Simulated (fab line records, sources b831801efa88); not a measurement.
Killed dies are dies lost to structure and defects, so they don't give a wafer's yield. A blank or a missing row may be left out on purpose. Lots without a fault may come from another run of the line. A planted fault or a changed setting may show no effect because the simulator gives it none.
One fault seen from 2 desks | flow gf180mcu | each desk has only its own numbers; what lay behind them comes last

THE TOOL OWNER'S DESK: iline_stepper-02
The tool's own readings at GF_HV_LDD_EXPOSE_43 (exposes mask Pplus HV AREA, target cd 400 nm): means of the sampled wafers that have a number, for each lot that ran on this tool. A lot is out of limits, marked OUT, if its mean lies more than 4 standard deviations from the usual mean; the brackets give that distance.
Columns: A = exposure_dose_mJ_cm2 at GF_HV_LDD_EXPOSE_43, usual 140.01; B = focus_offset_nm at GF_HV_LDD_EXPOSE_43, usual 0.1 nm
lot  | first seen here | A      | B
L541 | day 13 09:46    | 139.96 | -0.4
L543 | day 14 04:05    | 140.01 | 0.7
L544 | day 14 11:52    | 140.10 | 0.6
L554 | day 17 16:19    | 139.87 | -0.3
L556 | day 18 09:46    | 139.95 | 0.2
L559 | day 19 06:51    | 139.95 | 0.4
L560 | day 19 11:49    | 139.77 | 0.0
L561 | day 19 20:31    | 139.90 | 0.2
This desk's finding: nothing out of limits on any of the 8 lots.

THE METROLOGY DESK
What the gauges read, lot by lot, whatever tool the lot ran on: means of the sampled wafers that have a number. A lot is out of limits, marked OUT, if its mean lies more than 4 standard deviations from the usual mean; the brackets give that distance.
Columns: A = V3_OVL at GF_V3_OVL_MEAS_15, usual 0 nm
lot  | first seen here | A
L541 | day 24 12:47    | 5
L542 | day 25 00:53    | 5
L543 | day 25 06:44    | -4
L544 | day 25 15:35    | -2
L553 | day 28 07:58    | 0
L554 | day 28 14:35    | 5
L555 | day 29 00:41    | -5
L556 | day 29 04:38    | -4
L557 | day 29 10:21    | -10
L559 | day 29 23:42    | 8
L560 | day 30 05:50    | 1
L561 | day 30 09:34    | 5
This desk's finding: nothing out of limits on any of the 12 lots.

PUT TOGETHER
The tool owner's desk saw nothing out of limits.
The metrology desk saw nothing out of limits.

WHAT THE SIMULATOR HAD PUT IN
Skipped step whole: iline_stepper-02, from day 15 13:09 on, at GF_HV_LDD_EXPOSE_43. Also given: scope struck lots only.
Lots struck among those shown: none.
